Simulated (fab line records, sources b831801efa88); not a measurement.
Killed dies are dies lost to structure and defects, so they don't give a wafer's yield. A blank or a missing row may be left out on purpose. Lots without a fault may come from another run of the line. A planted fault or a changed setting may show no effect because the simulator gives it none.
A struck lot beside a sound one | flow sky130 | 43 steps out of a route of 708
Sound: wafers L389.1, L389.3, L389.5. Struck: wafers L393.1, L393.4, L393.6. The cause comes at the end.
At each step with rows: each side's tool, then ch and its chambers, then its first start. Under that, the readings that differ: sound wafers | struck wafers | difference of the means | sigmas: that difference in standard deviations of wafers without a fault.
alike: readings whose means differ by less than 2 such deviations, and words and numbers that are the same on both sides. not compared: withheld readings, readings that some wafer has no value for, bounds like >300 that may hide the same value, and numbers for which the record gives no deviation and whose values overlap.
The two part at a step that has a row with sigmas, a row that says differs or no value, or rows on one side only. Numbers that don't overlap but have no deviation are shown without sigmas and don't part them. A reading that every wafer of one side lacks parts them only if that side has two wafers or more.

first, 1 step without rows for these wafers: SKY_LDD_N_IMPLANT_15.
SKY_LDD_N_STRIP_16: strips in O2/N2.
  sound on plasma_asher-04 ch 0,1, day 20 12:56; struck on plasma_asher-01 ch 0,1, day 21 23:55
  alike: drypump_motor_current_A, oes_product_au, strip_time_to_endpoint_s
  not compared: rf_hours_counter_h
SKY_LDD_N_TW_MEAS_17:
  sound on film_metro-04, day 20 13:02; struck on film_metro-04, day 22 00:01
  alike: LDD_N_TW
then, 7 steps without rows for these wafers: SKY_LDD_P_DEHYDRATE_00 (time 60 s); SKY_LDD_P_HMDS_01 (prime time 60 s); SKY_LDD_P_COAT_02 (resist thk 1140 nm); SKY_LDD_P_SOFTBAKE_03 (time 60 s); SKY_LDD_P_EXPOSE_04 (exposes mask PSDM, target cd 380 nm); SKY_LDD_P_PEB_05; SKY_LDD_P_DEVELOP_06 (develop time 60 s).
SKY_LDD_P_CD_MEAS_07: target cd 380 nm.
  sound on cd_sem-01, day 21 19:44; struck on cd_sem-01, day 23 06:14
  alike: cd_nm
SKY_LDD_P_OVL_MEAS_08:
  sound on overlay-01, day 21 19:52; struck on overlay-01, day 23 06:22
  alike: LDD_P_OVL
SKY_LDD_P_IMPLANT_09:
  sound on implanter-02 ch 0, day 21 19:54; struck on implanter-02 ch 0, day 23 06:24
SKY_LDD_P_STRIP_10: strips in O2/N2.
  sound on plasma_asher-01 ch 0,1, day 21 20:03; struck on plasma_asher-01 ch 0,1, day 23 06:33
  alike: drypump_motor_current_A, oes_product_au, strip_time_to_endpoint_s
  not compared: rf_hours_counter_h
SKY_LDD_P_TW_MEAS_11:
  sound on film_metro-01, day 21 20:09; struck on film_metro-02, day 23 06:39
  alike: LDD_P_TW
then, 7 steps without rows for these wafers: SKY_LDD_HVN_DEHYDRATE_00 (time 60 s); SKY_LDD_HVN_HMDS_01 (prime time 60 s); SKY_LDD_HVN_COAT_02 (resist thk 300 nm); SKY_LDD_HVN_SOFTBAKE_03 (time 60 s); SKY_LDD_HVN_EXPOSE_04 (exposes mask HVNTM, target cd 700 nm); SKY_LDD_HVN_PEB_05; SKY_LDD_HVN_DEVELOP_06 (develop time 60 s).
SKY_LDD_HVN_OVL_MEAS_07:
  sound on overlay-02, day 23 02:40; struck on overlay-01, day 24 12:58
  alike: LDD_HVN_OVL
then, 1 step without rows for these wafers: SKY_LDD_HVN_IMPLANT_08.
SKY_LDD_HVN_STRIP_09: strips in O2/N2.
  sound on plasma_asher-04 ch 0,1, day 23 02:51; struck on plasma_asher-02 ch 0,1, day 24 13:09
  alike: drypump_motor_current_A, oes_product_au, strip_time_to_endpoint_s
  not compared: rf_hours_counter_h
SKY_LDD_HVN_TW_MEAS_10:
  sound on film_metro-02, day 23 02:57; struck on film_metro-04, day 24 13:15
  alike: LDD_HVN_TW
then, 7 steps without rows for these wafers: SKY_LDD_HVP_DEHYDRATE_00 (time 60 s); SKY_LDD_HVP_HMDS_01 (prime time 60 s); SKY_LDD_HVP_COAT_02 (resist thk 300 nm); SKY_LDD_HVP_SOFTBAKE_03 (time 60 s); SKY_LDD_HVP_EXPOSE_04 (exposes mask HVPTM, target cd 700 nm); SKY_LDD_HVP_PEB_05; SKY_LDD_HVP_DEVELOP_06 (develop time 60 s).
SKY_LDD_HVP_OVL_MEAS_07:
  sound on overlay-02, day 24 09:25; struck on overlay-02, day 25 18:52
  alike: LDD_HVP_OVL
then, 1 step without rows for these wafers: SKY_LDD_HVP_IMPLANT_08.
SKY_LDD_HVP_STRIP_09: strips in O2/N2.
  sound on plasma_asher-01 ch 0,1, day 24 09:36; struck on plasma_asher-01 ch 0,1, day 25 19:03
  alike: drypump_motor_current_A, oes_product_au, strip_time_to_endpoint_s
  not compared: rf_hours_counter_h
SKY_LDD_HVP_TW_MEAS_10:
  sound on film_metro-04, day 24 09:42; struck on film_metro-04, day 25 19:09
  alike: LDD_HVP_TW
then, 5 steps without rows for these wafers: SKY_LDD_LDN_DEHYDRATE_00 (time 60 s); SKY_LDD_LDN_HMDS_01 (prime time 60 s); SKY_LDD_LDN_COAT_02 (resist thk 1140 nm); SKY_LDD_LDN_SOFTBAKE_03 (time 60 s); SKY_LDD_LDN_EXPOSE_04 (exposes mask LDNTM, target cd 700 nm).
-- the record jumps here: 23 days lie between the struck wafers' starts before and after (it left off in module LDD_LDN and takes up again in module PAD_OPEN, whose first step shown is number 708 of the route) --
SKY_PAD_OPEN_PROBE_99:
  sound on prober-01, day 47 22:43; struck on prober-01, day 48 20:24
  reading                                 | sound                    | struck                  | difference | sigmas
  model.etest.tip_p.rs_ohm_sq_range       | 191.5 116.7 124.5        | 2630 2612 2642          | +2484      |
  model.etest.pfet_01v8.drive_ua_um_range | 6.219 8.064 5.604        | 13.11 8.713 12.99       | +4.98      |
  model.etest.pfet_01v8.vt_v_range        | 0.008414 0.01122 0.01513 | 0.03468 0.03754 0.03545 | +0.02430   |
  alike: killed_at_M0_to_M3, killed_at_M4_up, killed_at_contacts, killed_at_front_end, killed_at_other, killed_dies, killed_open, killed_short

WHERE THEY PART
Nowhere in this record.

WHY: what the simulator had put in
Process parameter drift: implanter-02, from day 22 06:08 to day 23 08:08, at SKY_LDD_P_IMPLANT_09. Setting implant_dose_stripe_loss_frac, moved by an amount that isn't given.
